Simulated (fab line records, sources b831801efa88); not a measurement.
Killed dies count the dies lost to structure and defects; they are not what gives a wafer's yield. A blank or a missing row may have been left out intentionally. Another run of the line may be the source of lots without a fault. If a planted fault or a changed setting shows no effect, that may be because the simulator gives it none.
Matching of chambers	flow sky130	SKY_VIA3_ETCH_14 on rieDiel-01: 4 sister chambers
The step etches BARC in N2/H2, stops on SiO2, time 45.9 s, target depth 60 nm. 8 wafers are shown with their chamber, then 10 later ones without.

WAFERS PAIRED WITH THEIR CHAMBERS
wafer	chamber	drypumpMotorCurrentA (A)	oesProductAu (a.u.)
L080.2	1	5.7	0.850
L084.2	3	5.8	0.859
L084.6	2	6.6	0.855
L088.1	3	5.8	0.856
L088.4	0	5.7	0.849
L088.5	1	5.7	0.853
L091.1	2	6.5	0.858
L091.3	0	5.7	0.848

WAFERS WHOSE CHAMBER IS MISSING
wafer	drypumpMotorCurrentA (A)	oesProductAu (a.u.)
L091.4	5.7	0.855
L094.1	5.8	0.851
L094.3	5.7	0.857
L094.6	5.7	0.852
L095.1	6.5	0.850
L095.4	5.7	0.853
L095.5	5.6	0.856
L097.3	5.7	0.848
L097.4	5.8	0.850
L097.5	5.8	0.855

EACH ONE'S CHAMBER
wafer	from the rows above	in truth
L091.4	can't be placed: 1 or 3 or 0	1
L094.1	can't be placed: 1 or 0 or 3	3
L094.3	can't be placed: 3 or 1 or 0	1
L094.6	can't be placed: 1 or 0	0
L095.1	2	2
L095.4	can't be placed: 1 or 0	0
L095.5	can't be placed: 1 or 0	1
L097.3	can't be placed: 0 or 1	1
L097.4	can't be placed: 0 or 1 or 3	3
L097.5	3	3
Placed correctly: 2 of 10. These rows do not allow placing 8 (true chamber among the candidates in 8). Number placed wrongly: 0.
How it was worked out, from the rows above alone: a wafer's distance from a chamber is the root of the sum, over the readings, of the square of ((its reading less the chamber's mean) divided by the reading's scatter). If the next closest chamber is less than 2 further off than the closest, the wafer can't be placed; otherwise it belongs to the closest. Each chamber's mean is taken over the wafers shown for it. The scatter: the root of (the sum of the squares of (reading less its chamber's mean) over the shown wafers, divided by (wafers less chambers)).
